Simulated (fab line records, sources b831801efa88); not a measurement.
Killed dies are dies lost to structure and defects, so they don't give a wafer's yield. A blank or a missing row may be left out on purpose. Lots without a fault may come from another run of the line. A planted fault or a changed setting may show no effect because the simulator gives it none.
fab line records | flow sfq_line
record lots=7 wafers=21 last_day=91
route steps=325 shown I5@232 C5@240
lots that met no fault: from a run of the same line without faults
start_h: hours from the record's first day to the start of the lot's first wafer shown | wait_h: hours since the lot's step before | " the same as in the row above | L1.1+2: a row that stands for several wafers | - no value, or no start given | * or withheld: withheld | < > ~ a bound
route shown NAME@n: a module of which the file shows steps, and the number in the route of the first | usual: mean/standard deviation of fault-free wafers | same: alike in all rows | chamber/n: place in a boat | sites: the reading at each site | _std_site: their standard deviation | _edge_site: outer sites' mean less inner sites' | radius_mm: how far each site lies from the wafer's centre | mask NAME#n: copy n | behind: the tool/chamber that last shaped the wafer | hold: why the lot was held/for how many hours/how that ended | device: the transistor (n, p or np) that didn't switch | end of line: the same wafers' tests at the end of the route | a step without rows: its recipe alone | killed: dies lost to structure and defects at the first sort, not the wafer's yield | map: a wafer's dies, x killed, . not, _ none there
set.NAME: the setting as run; set.NAME@STEP: as run at that earlier step | model.NAME: the simulator's own value behind a step, which no gauge read
lots at some steps of the route; a table a step, a row a wafer
services: from which hour (start_h, from the record's first day; less than 0 if before it) a tool's chamber was out of use, for how many hours, and why
## steps
# step SFQ_TRILAYER_I5_LITHO_EXPOSE_145
# recipe mask_id=I5 na=0.6 source_shape=conventional sigma_outer=0.65 target_cd_nm=700 dose_mj=21.3
# step SFQ_TRILAYER_I5_LITHO_PEB_147
# recipe peb_temp_c=115 peb_time_s=60 resist=KrF
# step SFQ_TRILAYER_I5_LITHO_DEVELOP_146
# recipe time_s=60 resist=KrF
# step SFQ_I5_OVL_MEAS_936
# usual I5_OVL=4/5.2
# columns lot.wafer tool chamber start_h wait_h I5_OVL[nm]
L350.1 overlay-02 - 1476.73 0.1 -2
L350.2 " - " " 0
L350.4 " - " " -1
L351.2 overlay-02 - 1477.93 0.1 8
L351.3 " - " " 13
L351.5 " - " " 8
L361.1 overlay-02 - 1571.63 0.1 3
L361.2 " - " " 4
L361.4 " - " " 2
L362.2 overlay-01 - 1574.12 0.1 -6
L362.5 " - " " -3
L362.6 " - " " 1
L363.3 overlay-01 - 1577.80 0.1 -5
L363.4 " - " " -5
L363.6 " - " " -4
L368.1 overlay-01 - 1616.10 0.1 3
L368.5 " - " " 2
L368.6 " - " " -2
L371.2 overlay-02 - 1634.42 0.1 3
L371.3 " - " " 4
L371.4 " - " " -2
# step SFQ_TRILAYER_I5_BARC_OPEN_VIA_ETCH_200
# recipe mask_material=PR chemistry=O2 target_depth_nm=125 target=BARC source_w=500 bias_w=80 pressure_mtorr=30.78 time_s=41.7
# usual chamber_pressure_mTorr=30.777/0.026 drypump_motor_current_A=5.7/0.57 oes_product_au=0.685/0.0046 rf_fwd_power_W=495.1/1.8
# same time_s=41.7
# columns lot.wafer tool chamber start_h wait_h chamber_pressure_mTorr drypump_motor_current_A oes_product_au rf_fwd_power_W rf_hours_counter_h
L350.1 rie_diel-03 3 1476.76 0.0 30.715 5.8 0.687 493.3 10
L350.2 " 2 " " 30.741 5.6 0.681 495.4 11
L350.4 " 1 " " 30.759 4.9 0.688 493.2 18
L351.2 rie_diel-04 0 1477.96 0.0 30.756 5.8 0.685 493.6 7
L351.3 " 3 " " 30.773 6.1 0.680 496.6 13
L351.5 " 3 " " 30.794 6.1 0.682 496.1 -
L361.1 rie_diel-04 3 1571.66 0.0 30.807 6.1 0.686 496.1 15
L361.2 " 0 " " 30.770 5.7 0.682 495.9 8
L361.4 " 1 " " 30.742 4.7 0.686 494.2 12
L362.2 rie_diel-02 3 1574.15 0.0 30.788 6.2 0.683 494.0 2
L362.5 " 0 " " 30.771 5.9 0.689 494.1 -
L362.6 " 1 " " 30.798 6.0 0.689 496.7 -
L363.3 rie_diel-03 0 1577.82 0.0 30.740 5.7 0.686 493.1 8
L363.4 " 3 " " 30.764 5.8 0.679 494.4 -
L363.6 " 2 " " 30.805 5.6 0.697 495.2 -
L368.1 rie_diel-02 1 1616.14 0.0 30.742 6.0 0.687 494.3 15
L368.5 " 1 " " 30.755 6.0 0.682 492.2 -
L368.6 " 2 " " 30.798 4.7 0.681 495.8 -
L371.2 rie_diel-03 0 1634.45 0.0 30.762 5.7 0.690 497.2 9
L371.3 " 3 " " 30.818 5.8 0.684 493.3 13
L371.4 " 2 " " 30.779 5.6 0.682 495.9 14
# step SFQ_TRILAYER_I5_ETCH_VIA_ETCH_147
# recipe stop_on=Nb mask_material=PR chemistry=CHF3 target_depth_nm=360 source_w=500 bias_w=80 pressure_mtorr=30 time_s=withheld
# usual chamber_pressure_mTorr=29.999/0.029 drypump_motor_current_A=5.7/0.57 oes_product_au=0.988/0.0065 rf_fwd_power_W=498.8/1.5
# columns lot.wafer tool chamber start_h wait_h chamber_pressure_mTorr drypump_motor_current_A oes_product_au rf_fwd_power_W
L350.1 rie_diel-03 3 1476.80 0.0 29.951 5.8 0.981 497.5
L350.2 " 2 " " 29.977 5.7 0.988 499.2
L350.4 " 1 " " 30.009 4.9 0.988 495.0
L351.2 rie_diel-04 0 1478.00 0.0 30.009 5.8 0.995 498.0
L351.3 " 3 " " 29.999 6.1 0.989 501.3
L351.5 " 3 " " 30.003 6.1 0.996 501.0
L361.1 rie_diel-04 3 1571.70 0.0 30.019 6.1 0.989 499.2
L361.2 " 0 " " 29.980 5.7 0.992 499.5
L361.4 " 1 " " 29.972 4.7 0.984 495.7
L362.2 rie_diel-02 3 1574.19 0.0 30.035 6.2 0.994 498.0
L362.5 " 0 " " 29.973 6.0 0.999 499.4
L362.6 " 1 " " 30.016 6.0 0.983 499.0
L363.3 rie_diel-03 0 1577.86 0.0 30.000 5.8 0.986 500.6
L363.4 " 3 " " 30.010 5.9 0.983 498.1
L363.6 " 2 " " 29.967 5.6 0.982 500.6
L368.1 rie_diel-02 1 1616.18 0.0 29.961 6.0 0.989 499.1
L368.5 " 1 " " 29.980 6.0 0.998 499.3
L368.6 " 2 " " 30.006 4.7 0.990 498.6
L371.2 rie_diel-03 0 1634.49 0.0 30.030 5.8 0.992 500.1
L371.3 " 3 " " 29.984 5.9 0.978 499.6
L371.4 " 2 " " 29.991 5.7 0.979 498.1
# step SFQ_TRILAYER_I5_STRIP_STRIP_148
# recipe gas=O2 power_w=200 platen_temp_c=40 overash_fraction=0.65 chemistry=O2 pressure_mtorr=50
# usual chamber_pressure_mTorr=50.00/0.051 drypump_motor_current_A=5.6/0.48 oes_product_au=0.993/0.0096
# columns lot.wafer tool chamber start_h wait_h chamber_pressure_mTorr drypump_motor_current_A oes_product_au rf_hours_counter_h
L350.1 rie_metal-01 1 1476.95 - 50.02 6.6 0.994 68
L350.2 " 0 " " 49.95 5.5 0.989 5
L350.4 " 0 " " 50.03 5.5 0.980 -
L351.2 rie_metal-03 1 1478.15 - 49.98 5.2 0.980 10
L351.3 " 0 " " 50.00 5.5 1.009 -
L351.5 " 0 " " 49.96 5.5 0.992 -
L361.1 rie_metal-01 0 1571.85 - 50.04 5.5 0.988 14
L361.2 " 1 " " 49.99 6.5 0.993 84
L361.4 " 0 " " 49.95 5.5 0.995 -
L362.2 rie_metal-03 1 1574.34 - 49.92 5.2 0.984 25
L362.5 " 0 " " 49.99 5.5 1.002 -
L362.6 " 1 " " 49.98 5.2 0.980 -
L363.3 rie_metal-01 1 1578.21 - 50.01 6.5 0.994 -
L363.4 " 0 " " 49.97 5.5 0.994 -
L363.6 " 1 " " 50.02 6.6 0.992 -
L368.1 rie_metal-03 1 1616.33 - 50.07 5.2 0.994 30
L368.5 " 1 " " 49.98 5.2 1.002 -
L368.6 " 0 " " 50.06 5.5 1.013 -
L371.2 rie_metal-03 0 1634.64 - 50.04 5.5 1.013 61
L371.3 " 1 " " 49.95 5.2 0.993 -
L371.4 " 0 " " 50.03 5.5 1.010 -
# step SFQ_TRILAYER_I5_STRIP_SOLV_CLEAN_149
# recipe chemistry=NMP temp_c=70 time_s=600
# step SFQ_TRILAYER_C5_LITHO_COAT_156
# recipe resist=BARC spin_rpm=3000 resist_thk_nm=62
# step SFQ_TRILAYER_C5_LITHO_COAT_151
# recipe resist=KrF spin_rpm=3000 resist_thk_nm=650
# step SFQ_TRILAYER_C5_LITHO_SOFTBAKE_155
# recipe temp_c=withheld time_s=withheld resist=KrF
# step SFQ_TRILAYER_C5_LITHO_EXPOSE_152
# recipe mask_id=C5 na=0.6 source_shape=conventional sigma_outer=0.65 target_cd_nm=500 dose_mj=21.3
# step SFQ_TRILAYER_C5_LITHO_PEB_154
# recipe peb_temp_c=115 peb_time_s=60 resist=KrF
# usual chill_plate_temp_C=23.02/0.11 exhaust_pa=45.0/0.88 heater_power_total_W=79.14/0.075 resist_line_temp_C=23.00/0.093
# columns lot.wafer tool chamber start_h wait_h chill_plate_temp_C exhaust_pa heater_power_total_W resist_line_temp_C
L350.1 litho_track-03 0 1595.49 1.0 23.13 44.8 79.21 23.10
L350.2 " 0 " " 22.87 44.4 79.22 22.98
L350.4 " 0 " " 22.97 44.0 79.00 23.14
L351.2 litho_track-04 0 1597.91 0.8 23.10 44.5 79.14 22.93
L351.3 " 0 " " 22.98 43.8 79.17 22.97
L351.5 " 0 " " 23.00 44.9 79.08 22.97
L361.1 litho_track-03 - 1687.42 1.0 - - - -
L361.2 " - " " - - - -
L361.4 " - " " - - - -
L362.2 litho_track-03 - 1692.24 0.8 - - - -
L362.5 " - " " - - - -
L362.6 " - " " - - - -
L363.3 litho_track-03 - 1695.87 0.7 - - - -
L363.4 " - " " - - - -
L363.6 " - " " - - - -
L368.1 litho_track-02 0 1727.26 1.0 22.87 43.8 79.19 22.81
L368.5 " 0 " " 23.01 44.6 79.17 23.10
L368.6 " 0 " " 22.88 44.1 79.12 23.04
L371.2 litho_track-04 0 1744.21 0.8 22.90 45.8 79.14 23.00
L371.3 " 0 " " 22.90 45.1 79.00 22.96
L371.4 " 0 " " 22.93 43.5 79.20 23.01
# step SFQ_TRILAYER_C5_LITHO_DEVELOP_153
# recipe time_s=60 resist=KrF
## services
# columns tool chamber start_h hours kind
rie_diel-03 2 1461.58 9.4 repair
rie_diel-04 - 1492.29 0.9 repair
rie_diel-04 3 1499.84 11.6 repair
rie_metal-01 - 1511.03 1.4 pm
rie_diel-04 2 1513.81 8.2 repair
rie_metal-03 0 1514.09 16.6 repair
rie_diel-02 1 1517.38 1.2 repair
rie_diel-02 0 1519.52 1.3 repair
rie_diel-03 - 1525.39 15.6 pm
rie_metal-01 0 1536.56 24.5 repair
rie_diel-03 1 1577.19 - clean
rie_diel-03 3 1581.96 6.0 repair
rie_diel-02 0 1599.52 7.4 repair
rie_diel-02 - 1624.16 0.6 repair
rie_diel-03 0 1637.66 4.5 repair
rie_diel-03 3 1648.40 6.2 repair
rie_diel-02 1 1655.98 6.4 repair
rie_diel-03 2 1663.49 7.3 repair
rie_diel-03 1 1669.02 4.1 repair
rie_diel-03 3 1672.86 4.2 repair
rie_metal-01 - 1712.96 14.6 pm
rie_diel-03 0 1724.70 6.0 repair
rie_diel-03 3 1726.15 8.1 repair
rie_diel-04 3 1726.53 6.4 repair
## key
first_sign step=SFQ_TRILAYER_C5_LITHO_PEB_154 reading=tool_record direction=missing
effect none on later readings
met_at SFQ_TRILAYER_C5_LITHO_PEB_154
struck_wafers L361.1,L361.2,L361.4,L362.2,L362.5,L362.6,L363.3,L363.4,L363.6
onset_between 1595.49 1687.42
fault kind=skipped_step_whole tool=litho_track-03 chamber=- onset_h=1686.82 steps=SFQ_TRILAYER_C5_LITHO_PEB_154 scope=struck_lots_only
